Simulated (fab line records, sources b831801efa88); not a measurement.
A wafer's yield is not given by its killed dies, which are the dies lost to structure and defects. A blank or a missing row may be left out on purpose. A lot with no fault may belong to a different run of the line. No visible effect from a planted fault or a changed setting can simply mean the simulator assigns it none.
Split-lot trial :: flow sfq_line :: 23 wafers read from 5 lots, route of 325 steps

SPLIT DETAILS
At SFQ_TRILAYER_M3_LITHO_PEB_078 (peb time 60 s), the setting peb_temp_c was moved away from the recipe's 115 C on 11 of the 23 wafers read, by -1.9% to +2.4%. All remaining wafers had this setting at the recipe value.

FROM SPLIT TO READING: 1 step shown by the file between the two
- SFQ_TRILAYER_M3_LITHO_DEVELOP_077: time 60 s

THE READING
M3.cd_nm (the simulator's own value, which no gauge read), in nm, at SFQ_TRILAYER_M3_BARC_OPEN_METAL_ETCH_100 (etches BARC in O2, target depth 125 nm, time 41.7 s). The file does not state a usual value for it. The 12 wafers here that ran the recipe average 500.8 nm, standard deviation 1.4 nm.

wafer: L076.1
tool, chamber at the split: litho_track-03, 0
peb_temp_c as run, C: 115
against the recipe: recipe
M3.cd_nm, nm: 501.7
against lot-mates on the recipe: -

wafer: L076.2
tool, chamber at the split: litho_track-03, 0
peb_temp_c as run, C: 113.4
against the recipe: -1.4%
M3.cd_nm, nm: 533.4
against lot-mates on the recipe: +31.5

wafer: L076.3
tool, chamber at the split: litho_track-03, 0
peb_temp_c as run, C: 113.4
against the recipe: -1.4%
M3.cd_nm, nm: 533.4
against lot-mates on the recipe: +31.5

wafer: L076.4
tool, chamber at the split: litho_track-03, 0
peb_temp_c as run, C: 113.4
against the recipe: -1.4%
M3.cd_nm, nm: 531.5
against lot-mates on the recipe: +29.6

wafer: L076.6
tool, chamber at the split: litho_track-03, 0
peb_temp_c as run, C: 115
against the recipe: recipe
M3.cd_nm, nm: 502.1
against lot-mates on the recipe: -

wafer: L078.1
tool, chamber at the split: litho_track-03, 0
peb_temp_c as run, C: 117.8
against the recipe: +2.4%
M3.cd_nm, nm: 455.4
against lot-mates on the recipe: -45.9

wafer: L078.2
tool, chamber at the split: litho_track-03, 0
peb_temp_c as run, C: 115
against the recipe: recipe
M3.cd_nm, nm: 501.6
against lot-mates on the recipe: -

wafer: L078.4
tool, chamber at the split: litho_track-03, 0
peb_temp_c as run, C: 115
against the recipe: recipe
M3.cd_nm, nm: 500.9
against lot-mates on the recipe: -

wafer: L078.5
tool, chamber at the split: litho_track-03, 0
peb_temp_c as run, C: 117.8
against the recipe: +2.4%
M3.cd_nm, nm: 455.9
against lot-mates on the recipe: -45.4

wafer: L078.6
tool, chamber at the split: litho_track-03, 0
peb_temp_c as run, C: 117.8
against the recipe: +2.4%
M3.cd_nm, nm: 456
against lot-mates on the recipe: -45.2

wafer: L079.2
tool, chamber at the split: litho_track-03, 0
peb_temp_c as run, C: 115
against the recipe: recipe
M3.cd_nm, nm: 499.4
against lot-mates on the recipe: -

wafer: L079.3
tool, chamber at the split: litho_track-03, 0
peb_temp_c as run, C: 115
against the recipe: recipe
M3.cd_nm, nm: 497.9
against lot-mates on the recipe: -

wafer: L079.5
tool, chamber at the split: litho_track-03, 0
peb_temp_c as run, C: 115
against the recipe: recipe
M3.cd_nm, nm: 500.7
against lot-mates on the recipe: -

wafer: L080.1
tool, chamber at the split: litho_track-04, 0
peb_temp_c as run, C: 112.8
against the recipe: -1.9%
M3.cd_nm, nm: 544.7
against lot-mates on the recipe: +42.5

wafer: L080.3
tool, chamber at the split: litho_track-04, 0
peb_temp_c as run, C: 115
against the recipe: recipe
M3.cd_nm, nm: 500.9
against lot-mates on the recipe: -

wafer: L080.4
tool, chamber at the split: litho_track-04, 0
peb_temp_c as run, C: 115
against the recipe: recipe
M3.cd_nm, nm: 503.5
against lot-mates on the recipe: -

wafer: L080.5
tool, chamber at the split: litho_track-04, 0
peb_temp_c as run, C: 112.8
against the recipe: -1.9%
M3.cd_nm, nm: 543.3
against lot-mates on the recipe: +41.1

wafer: L080.6
tool, chamber at the split: litho_track-04, 0
peb_temp_c as run, C: 112.8
against the recipe: -1.9%
M3.cd_nm, nm: 544.6
against lot-mates on the recipe: +42.4

wafer: L081.1
tool, chamber at the split: litho_track-04, 0
peb_temp_c as run, C: 116.2
against the recipe: +1.0%
M3.cd_nm, nm: 479.7
against lot-mates on the recipe: -20.7

wafer: L081.2
tool, chamber at the split: litho_track-04, 0
peb_temp_c as run, C: 115
against the recipe: recipe
M3.cd_nm, nm: 501.5
against lot-mates on the recipe: -

wafer: L081.4
tool, chamber at the split: litho_track-04, 0
peb_temp_c as run, C: 115
against the recipe: recipe
M3.cd_nm, nm: 500.3
against lot-mates on the recipe: -

wafer: L081.5
tool, chamber at the split: litho_track-04, 0
peb_temp_c as run, C: 116.2
against the recipe: +1.0%
M3.cd_nm, nm: 480.5
against lot-mates on the recipe: -19.9

wafer: L081.6
tool, chamber at the split: litho_track-04, 0
peb_temp_c as run, C: 115
against the recipe: recipe
M3.cd_nm, nm: 499.4
against lot-mates on the recipe: -

THE FIT
A straight line over all 23 wafers: M3.cd_nm changes by -20.5 nm for each +1% of peb_temp_c; r = -1.00; the points scatter about the line by 2.4 nm.
The same after taking each lot's own level away (the mean of its wafers on the recipe; 23 wafers): -20.2 nm for each +1%; r = -1.00; scatter 1.8 nm.
That fit puts the effect of the largest move of peb_temp_c on the reading at 49 nm.
Measured against the standard deviation above, the lots' own levels, which go from 499.33 to 502.20 nm, span 2.0 times it.
Consequently the slope shifts little with the lot-to-lot level, the two slopes agreeing.
Check: with one of the wafers moved furthest among these (+2.4%) left out of the fit, the line predicts -48.5 nm for it against its lot-mates. It came out at -45.9 nm against them.

FILE'S OWN FIT
M3.cd_nm changes by -20.2 nm for each +1% of peb_temp_c, r = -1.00.
